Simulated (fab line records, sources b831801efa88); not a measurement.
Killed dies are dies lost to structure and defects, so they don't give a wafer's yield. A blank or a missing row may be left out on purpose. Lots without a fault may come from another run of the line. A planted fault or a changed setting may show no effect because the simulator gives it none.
A struck lot beside a sound one | flow sky130 | 16 steps out of a route of 708
Sound: wafers L289.1, L289.3, L289.5. Struck: wafers L292.3, L292.4, L292.6. The cause comes at the end.
At each step with rows: each side's tool, then ch and its chambers, then its first start. Under that, the readings that differ: sound wafers | struck wafers | difference of the means | sigmas: that difference in standard deviations of wafers without a fault.
alike: readings whose means differ by less than 2 such deviations, and words and numbers that are the same on both sides. not compared: withheld readings, readings that some wafer has no value for, bounds like >300 that may hide the same value, and numbers for which the record gives no deviation and whose values overlap.
The two part at a step that has a row with sigmas, a row that says differs or no value, or rows on one side only. Numbers that don't overlap but have no deviation are shown without sigmas and don't part them. A reading that every wafer of one side lacks parts them only if that side has two wafers or more.

SKY_VT_ADJUST_HVTP_OVL_MEAS_08:
  sound on overlay-02, day 7 04:18; struck on overlay-01, day 7 20:14
  alike: VT_ADJUST_HVTP_OVL
then, 1 step without rows for these wafers: SKY_VT_ADJUST_HVTP_IMPLANT_09.
SKY_VT_ADJUST_HVTP_STRIP_10: strips in O2/N2.
  sound on plasma_asher-03 ch 0,1, day 7 04:29; struck on plasma_asher-01 ch 0,1, day 7 20:26
  reading                      | sound             | struck            | difference | sigmas
  strip_time_to_endpoint_s (s) | 14.20 14.20 14.24 | 14.14 14.17 14.11 | -0.07      | -2
  alike: drypump_motor_current_A, oes_product_au
  not compared: rf_hours_counter_h
SKY_VT_ADJUST_HVTP_TW_MEAS_11:
  sound on film_metro-02, day 7 04:35; struck on film_metro-04, day 7 20:31
  reading           | sound          | struck         | difference | sigmas
  VT_ADJUST_HVTP_TW | 1381 1384 1383 | 1350 1362 1363 | -24        | -2
then, 7 steps without rows for these wafers: SKY_VT_ADJUST_LVTN_DEHYDRATE_00 (time 60 s); SKY_VT_ADJUST_LVTN_HMDS_01 (prime time 60 s); SKY_VT_ADJUST_LVTN_COAT_02 (resist thk 3000 nm); SKY_VT_ADJUST_LVTN_SOFTBAKE_03; SKY_VT_ADJUST_LVTN_EXPOSE_04 (exposes mask NWM COMPLEMENT LESS NATIVE, target cd 840 nm); SKY_VT_ADJUST_LVTN_PEB_05; SKY_VT_ADJUST_LVTN_DEVELOP_06 (develop time 60 s).
SKY_VT_ADJUST_LVTN_OVL_MEAS_07:
  sound on overlay-01, day 7 23:46; struck on overlay-01, day 8 17:05
  alike: VT_ADJUST_LVTN_OVL
SKY_VT_ADJUST_LVTN_IMPLANT_08:
  sound on implanter-01 ch 0, day 7 23:49; struck on implanter-01, day 8 17:10
  no value came back on the struck wafers for beam_energy_keV, beam_on_s (s); on the sound wafers beam_energy_keV reads 30.010 30.004 30.012
SKY_VT_ADJUST_LVTN_STRIP_09: strips in O2/N2.
  sound on plasma_asher-01 ch 0,1, day 7 23:58; struck on plasma_asher-02 ch 0,1, day 8 17:17
  alike: drypump_motor_current_A, oes_product_au, strip_time_to_endpoint_s
  not compared: rf_hours_counter_h
SKY_VT_ADJUST_LVTN_TW_MEAS_10:
  sound on film_metro-03, day 8 00:04; struck on film_metro-02, day 8 17:23
  reading           | sound             | struck         | difference | sigmas
  VT_ADJUST_LVTN_TW | 241.7 242.7 241.6 | 30.5 30.6 30.6 | -211.4     | -99 or more
then, 1 step without rows for these wafers: SKY_VT_ADJUST_LVTN_DEHYDRATE_11 (time 60 s).

WHERE THEY PART
First at SKY_VT_ADJUST_HVTP_STRIP_10; last, within this record, at SKY_VT_ADJUST_LVTN_TW_MEAS_10.

WHY: what the simulator had put in
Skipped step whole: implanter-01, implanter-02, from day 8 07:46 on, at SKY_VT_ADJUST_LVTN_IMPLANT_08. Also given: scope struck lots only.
